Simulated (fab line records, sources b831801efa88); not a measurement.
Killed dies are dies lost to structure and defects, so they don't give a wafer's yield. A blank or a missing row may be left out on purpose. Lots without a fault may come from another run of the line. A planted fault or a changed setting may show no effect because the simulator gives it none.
Chamber matching | flow sky130 | SKY_CONTACT_CMP_27 on cmp-01: 4 sister chambers
The step polishes, stops on SiO2, t overpolish 15 s, target thk 0 nm. 4 wafers are shown with their chamber, then 7 later ones without.

WAFERS WITH THEIR CHAMBER
wafer  | chamber | motor_current_A (A)
L492.1 | 1       | 9.9
L492.3 | 0       | 11.5
L492.6 | 2       | 11.4
L491.2 | 3       | 10.1

WAFERS WITHOUT THEIR CHAMBER
wafer  | motor_current_A (A)
L491.3 | 12.0
L491.5 | 11.3
L496.1 | 9.3
L496.5 | 10.3
L504.1 | 9.5
L504.3 | 11.2
L504.4 | 11.6

WHICH CHAMBER EACH WENT THROUGH
wafer  | from the rows above     | in truth
L491.3 | can't be placed: 0 or 2 | 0
L491.5 | can't be placed: 2 or 0 | 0
L496.1 | can't be placed: 1 or 3 | 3
L496.5 | can't be placed: 3 or 1 | 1
L504.1 | can't be placed: 1 or 3 | 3
L504.3 | can't be placed: 2 or 0 | 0
L504.4 | can't be placed: 0 or 2 | 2
Placed correctly: 0 of 7. Can't be placed from these rows: 7 (the true chamber is among the candidates in 7). Placed wrongly: 0.
How it was worked out, from the rows above alone: a wafer's distance from a chamber is the root of the sum, over the readings, of the square of ((its reading less the chamber's mean) divided by the reading's scatter). The wafer belongs to the nearest chamber; if the next one is less than 2 further off, it can't be placed. A chamber's mean is the mean of its shown wafers. The scatter: with one shown wafer a chamber, the root of the mean of the squares of how far each hidden wafer lies from its nearest shown one.
